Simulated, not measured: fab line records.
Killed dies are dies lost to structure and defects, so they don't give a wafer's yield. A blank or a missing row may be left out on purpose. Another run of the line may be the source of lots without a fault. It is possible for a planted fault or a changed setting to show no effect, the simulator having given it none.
Which tool was responsible? || flow gf180mcu || 33 wafers from 11 lots sampled at 6 of the route's 602 steps

## WHAT THE GAUGES SHOWED, per wafer
GF_V1_THK_MEAS_03.
{"lot": "L833", "measured": "day 17 03:37", "on": "film metro-02", "V1_CVD_02_THK (nm)": "853 851 861"}
{"lot": "L834", "measured": "day 18 04:52", "on": "film metro-04", "V1_CVD_02_THK (nm)": "847 856 841"}
{"lot": "L839", "measured": "day 19 04:59", "on": "film metro-02", "V1_CVD_02_THK (nm)": "838 822 836"}
{"lot": "L841", "measured": "day 19 22:22", "on": "film metro-01", "V1_CVD_02_THK (nm)": "857 871 872"}
{"lot": "L845", "measured": "day 21 10:05", "on": "film metro-04", "V1_CVD_02_THK (nm)": "853 867 859"}
{"lot": "L847", "measured": "day 22 05:08", "on": "film metro-02", "V1_CVD_02_THK (nm)": "934 937 951"}
{"lot": "L848", "measured": "day 22 11:08", "on": "film metro-04", "V1_CVD_02_THK (nm)": "928 933 944"}
{"lot": "L849", "measured": "day 22 20:03", "on": "film metro-04", "V1_CVD_02_THK (nm)": "942 941 949"}
{"lot": "L853", "measured": "day 24 09:04", "on": "film metro-04", "V1_CVD_02_THK (nm)": "830 851 858"}
{"lot": "L855", "measured": "day 24 19:40", "on": "film metro-02", "V1_CVD_02_THK (nm)": "828 842 851"}
{"lot": "L856", "measured": "day 25 03:44", "on": "film metro-02", "V1_CVD_02_THK (nm)": "840 864 866"}

GF_V1_CD_MEAS_14 targets a cd of 260 nm.
{"lot": "L833", "measured": "day 18 02:46", "on": "cd sem-02", "cd nm (nm)": "258.9 259.6 259.2"}
{"lot": "L834", "measured": "day 19 05:40", "on": "cd sem-01", "cd nm (nm)": "262.5 262.4 260.7"}
{"lot": "L839", "measured": "day 20 05:25", "on": "cd sem-01", "cd nm (nm)": "258.4 260.2 260.0"}
{"lot": "L841", "measured": "day 20 22:50", "on": "cd sem-01", "cd nm (nm)": "258.8 259.9 260.6"}
{"lot": "L845", "measured": "day 22 09:39", "on": "cd sem-01", "cd nm (nm)": "260.5 261.6 261.8"}
{"lot": "L847", "measured": "day 23 04:31", "on": "cd sem-02", "cd nm (nm)": "260.0 259.1 260.5"}
{"lot": "L848", "measured": "day 23 10:45", "on": "cd sem-01", "cd nm (nm)": "258.0 257.7 257.1"}
{"lot": "L849", "measured": "day 23 19:28", "on": "cd sem-02", "cd nm (nm)": "260.9 261.2 259.5"}
{"lot": "L853", "measured": "day 25 07:00", "on": "cd sem-01", "cd nm (nm)": "260.0 260.9 259.7"}
{"lot": "L855", "measured": "day 25 17:36", "on": "cd sem-01", "cd nm (nm)": "261.0 262.8 260.6"}
{"lot": "L856", "measured": "day 26 00:42", "on": "cd sem-01", "cd nm (nm)": "260.2 260.1 260.8"}

## TOOL THAT RAN EACH LOT (tool first, then ch and the chambers of the sampled wafers, then the start)
{"lot": "L833", "GF_CONTACT_SPUTTER_22": "pvd sputter-03, day 16 02:58", "GF_M1_METAL_ETCH_16": "rie metal-04 ch 0,1, day 17 02:45", "GF_V1_CVD_02": "pecvd-04 ch 0,2, day 17 03:33", "GF_V1_CMP_04": "cmp-02 ch 1,2, day 17 03:41"}
{"lot": "L834", "GF_CONTACT_SPUTTER_22": "pvd sputter-04, day 17 03:46", "GF_M1_METAL_ETCH_16": "rie metal-04 ch 0,1, day 18 04:00", "GF_V1_CVD_02": "pecvd-01 ch 0,2, day 18 04:48", "GF_V1_CMP_04": "cmp-01 ch 0,1,2, day 18 05:02"}
{"lot": "L839", "GF_CONTACT_SPUTTER_22": "pvd sputter-02, day 18 02:47", "GF_M1_METAL_ETCH_16": "rie metal-04 ch 0, day 19 04:06", "GF_V1_CVD_02": "pecvd-01 ch 0,1,2, day 19 04:54", "GF_V1_CMP_04": "cmp-01 ch 0,1,3, day 19 05:02"}
{"lot": "L841", "GF_CONTACT_SPUTTER_22": "pvd sputter-03, day 18 20:08", "GF_M1_METAL_ETCH_16": "rie metal-03 ch 0,1, day 19 21:30", "GF_V1_CVD_02": "pecvd-04 ch 0,1, day 19 22:17", "GF_V1_CMP_04": "cmp-01 ch 0,3, day 19 22:25"}
{"lot": "L845", "GF_CONTACT_SPUTTER_22": "pvd sputter-02, day 20 08:17", "GF_M1_METAL_ETCH_16": "rie metal-03 ch 0,1, day 21 09:14", "GF_V1_CVD_02": "pecvd-02 ch 0,1, day 21 10:01", "GF_V1_CMP_04": "cmp-01 ch 1,2,3, day 21 10:09"}
{"lot": "L847", "GF_CONTACT_SPUTTER_22": "pvd sputter-02, day 21 03:43", "GF_M1_METAL_ETCH_16": "rie metal-01 ch 0,1, day 22 04:14", "GF_V1_CVD_02": "pecvd-04 ch 0,1, day 22 05:04", "GF_V1_CMP_04": "cmp-01 ch 0,1,2, day 22 05:17"}
{"lot": "L848", "GF_CONTACT_SPUTTER_22": "pvd sputter-02, day 21 09:54", "GF_M1_METAL_ETCH_16": "rie metal-04 ch 0,1, day 22 10:08", "GF_V1_CVD_02": "pecvd-04 ch 0,1, day 22 11:03", "GF_V1_CMP_04": "cmp-02 ch 1,3, day 22 11:14"}
{"lot": "L849", "GF_CONTACT_SPUTTER_22": "pvd sputter-02, day 21 19:40", "GF_M1_METAL_ETCH_16": "rie metal-04 ch 0,1, day 22 19:08", "GF_V1_CVD_02": "pecvd-04 ch 0,1, day 22 19:58", "GF_V1_CMP_04": "cmp-02 ch 0,1,2, day 22 20:06"}
{"lot": "L853", "GF_CONTACT_SPUTTER_22": "pvd sputter-02, day 23 08:31", "GF_M1_METAL_ETCH_16": "rie metal-04 ch 0,1, day 24 08:08", "GF_V1_CVD_02": "pecvd-01 ch 1,2, day 24 08:57", "GF_V1_CMP_04": "cmp-02 ch 0,3, day 24 09:10"}
{"lot": "L855", "GF_CONTACT_SPUTTER_22": "pvd sputter-03, day 23 19:45", "GF_M1_METAL_ETCH_16": "rie metal-01 ch 0, day 24 18:38", "GF_V1_CVD_02": "pecvd-01 ch 1,2, day 24 19:34", "GF_V1_CMP_04": "cmp-01 ch 0,2,3, day 24 19:47"}
{"lot": "L856", "GF_CONTACT_SPUTTER_22": "pvd sputter-03, day 24 02:41", "GF_M1_METAL_ETCH_16": "rie metal-04 ch 0,1, day 25 02:44", "GF_V1_CVD_02": "pecvd-04 ch 0,1,2, day 25 03:40", "GF_V1_CMP_04": "cmp-02 ch 1,2,3, day 25 03:50"}
- GF_CONTACT_SPUTTER_22: material Ti, target thk 15 nm, time 80.02 s.
- GF_M1_METAL_ETCH_16: etches the open film in Cl2/BCl3, stops on SiO2, target depth 750.8 nm, time 125.1 s.
- GF_V1_CVD_02: deposits SiO2 from TEOS, target thk 850 nm, time 94.851 s.
- GF_V1_CMP_04: polishes SiO2.

## AS READ BY THE TOOLS THEMSELVES (means over the sampled wafers that have a number; for cases with no such wafer, the mark the record gives instead)
GF_CONTACT_SPUTTER_22.
{"lot": "L833", "tool": "pvd sputter-03", "throttle valve pct (%)": 30.0}
{"lot": "L834", "tool": "pvd sputter-04", "throttle valve pct (%)": 30.8}
{"lot": "L839", "tool": "pvd sputter-02", "throttle valve pct (%)": 29.5}
{"lot": "L841", "tool": "pvd sputter-03", "throttle valve pct (%)": 29.5}
{"lot": "L845", "tool": "pvd sputter-02", "throttle valve pct (%)": 28.3}
{"lot": "L847", "tool": "pvd sputter-02", "throttle valve pct (%)": 28.7}
{"lot": "L848", "tool": "pvd sputter-02", "throttle valve pct (%)": 29.5}
{"lot": "L849", "tool": "pvd sputter-02", "throttle valve pct (%)": 28.4}
{"lot": "L853", "tool": "pvd sputter-02", "throttle valve pct (%)": 29.5}
{"lot": "L855", "tool": "pvd sputter-03", "throttle valve pct (%)": 30.0}
{"lot": "L856", "tool": "pvd sputter-03", "throttle valve pct (%)": 30.2}

GF_M1_METAL_ETCH_16.
{"lot": "L833", "tool": "rie metal-04", "drypump motor current A (A)": 5.3, "oes product au (a.u.)": 0.984, "rf fwd power W (W)": 797.0, "throttle valve pct (%)": 28.241}
{"lot": "L834", "tool": "rie metal-04", "drypump motor current A (A)": 5.6, "oes product au (a.u.)": 0.989, "rf fwd power W (W)": 797.1, "throttle valve pct (%)": 28.237}
{"lot": "L839", "tool": "rie metal-04", "drypump motor current A (A)": 5.1, "oes product au (a.u.)": 0.982, "rf fwd power W (W)": 799.0, "throttle valve pct (%)": 28.239}
{"lot": "L841", "tool": "rie metal-03", "drypump motor current A (A)": 5.9, "oes product au (a.u.)": 0.991, "rf fwd power W (W)": 796.8, "throttle valve pct (%)": 28.225}
{"lot": "L845", "tool": "rie metal-03", "drypump motor current A (A)": 5.9, "oes product au (a.u.)": 0.983, "rf fwd power W (W)": 795.6, "throttle valve pct (%)": 28.231}
{"lot": "L847", "tool": "rie metal-01", "drypump motor current A (A)": 5.7, "oes product au (a.u.)": 0.992, "rf fwd power W (W)": 793.4, "throttle valve pct (%)": 28.227}
{"lot": "L848", "tool": "rie metal-04", "drypump motor current A (A)": 5.3, "oes product au (a.u.)": 0.986, "rf fwd power W (W)": 796.4, "throttle valve pct (%)": 28.228}
{"lot": "L849", "tool": "rie metal-04", "drypump motor current A (A)": 5.6, "oes product au (a.u.)": 0.993, "rf fwd power W (W)": 798.5, "throttle valve pct (%)": 28.232}
{"lot": "L853", "tool": "rie metal-04", "drypump motor current A (A)": 5.5, "oes product au (a.u.)": 0.987, "rf fwd power W (W)": 799.1, "throttle valve pct (%)": 28.236}
{"lot": "L855", "tool": "rie metal-01", "drypump motor current A (A)": 6.5, "oes product au (a.u.)": 0.986, "rf fwd power W (W)": 797.3, "throttle valve pct (%)": 28.236}
{"lot": "L856", "tool": "rie metal-04", "drypump motor current A (A)": 5.3, "oes product au (a.u.)": 0.994, "rf fwd power W (W)": 795.2, "throttle valve pct (%)": 28.226}

GF_V1_CVD_02.
{"lot": "L833", "tool": "pecvd-04", "heater power w (W)": 526, "rf fwd power W (W)": 599.1}
{"lot": "L834", "tool": "pecvd-01", "heater power w (W)": 737, "rf fwd power W (W)": 597.5}
{"lot": "L839", "tool": "pecvd-01", "heater power w (W)": 721, "rf fwd power W (W)": 597.9}
{"lot": "L841", "tool": "pecvd-04", "heater power w (W)": 527, "rf fwd power W (W)": 597.0}
{"lot": "L845", "tool": "pecvd-02", "heater power w (W)": 794, "rf fwd power W (W)": 595.5}
{"lot": "L847", "tool": "pecvd-04", "heater power w (W)": 442, "rf fwd power W (W)": 835.6}
{"lot": "L848", "tool": "pecvd-04", "heater power w (W)": 484, "rf fwd power W (W)": 836.6}
{"lot": "L849", "tool": "pecvd-04", "heater power w (W)": 408, "rf fwd power W (W)": 836.7}
{"lot": "L853", "tool": "pecvd-01", "heater power w (W)": 681, "rf fwd power W (W)": 596.0}
{"lot": "L855", "tool": "pecvd-01", "heater power w (W)": 758, "rf fwd power W (W)": 596.5}
{"lot": "L856", "tool": "pecvd-04", "heater power w (W)": 542, "rf fwd power W (W)": 596.4}

GF_V1_CMP_04.
{"lot": "L833", "tool": "cmp-02", "motor current A (A)": 13.6, "time to endpoint s (s)": 86}
{"lot": "L834", "tool": "cmp-01", "motor current A (A)": 14.0, "time to endpoint s (s)": 85}
{"lot": "L839", "tool": "cmp-01", "motor current A (A)": 13.8, "time to endpoint s (s)": 77}
{"lot": "L841", "tool": "cmp-01", "motor current A (A)": 13.2, "time to endpoint s (s)": 88}
{"lot": "L845", "tool": "cmp-01", "motor current A (A)": 14.4, "time to endpoint s (s)": 90}
{"lot": "L847", "tool": "cmp-01", "motor current A (A)": 14.1, "time to endpoint s (s)": 128}
{"lot": "L848", "tool": "cmp-02", "motor current A (A)": 12.6, "time to endpoint s (s)": 109}
{"lot": "L849", "tool": "cmp-02", "motor current A (A)": 12.0, "time to endpoint s (s)": 117}
{"lot": "L853", "tool": "cmp-02", "motor current A (A)": 10.1, "time to endpoint s (s)": 73}
{"lot": "L855", "tool": "cmp-01", "motor current A (A)": 13.2, "time to endpoint s (s)": 80}
{"lot": "L856", "tool": "cmp-02", "motor current A (A)": 12.1, "time to endpoint s (s)": 83}

## THE ANSWER, worked out from the rows above alone
Rule: the lots themselves supply what counts as usual. Put in order of their means at a reading, lots are off if they are a third of the lots or fewer, leave a main group of 4 or more, and stand apart from it by a gap of 3 or more times the standard deviation of the main group's means; of several such gaps the widest counts. If all means in a main group match to the digits the tables above print for the reading, that group is not used. Also off: a lot with no number at a reading for which 4 or more lots have one. Any other lot the step has rows for is counted as sound. The gauges are gone through in route order, then the tools' own readings, and for those a lot's mean is taken as printed above. At the first step where some lot is off, the reading lying furthest off is the one used; lots without a number count as furthest.
Off: at GF_V1_THK_MEAS_03 (V1_CVD_02_THK), L847, L848, L849. The main group has a mean of 851 nm with a standard deviation of 10.
If a tool, at a process step before that reading, ran all the lots that are off and no sound lot after the first of them, it fits. The gauges at GF_V1_THK_MEAS_03 aren't tried: what is off there is off at GF_V1_CVD_02 too, on other tools, and a gauge's error can't cause that. None of those tried fits.

## WHAT THE SIMULATOR HAD PUT IN
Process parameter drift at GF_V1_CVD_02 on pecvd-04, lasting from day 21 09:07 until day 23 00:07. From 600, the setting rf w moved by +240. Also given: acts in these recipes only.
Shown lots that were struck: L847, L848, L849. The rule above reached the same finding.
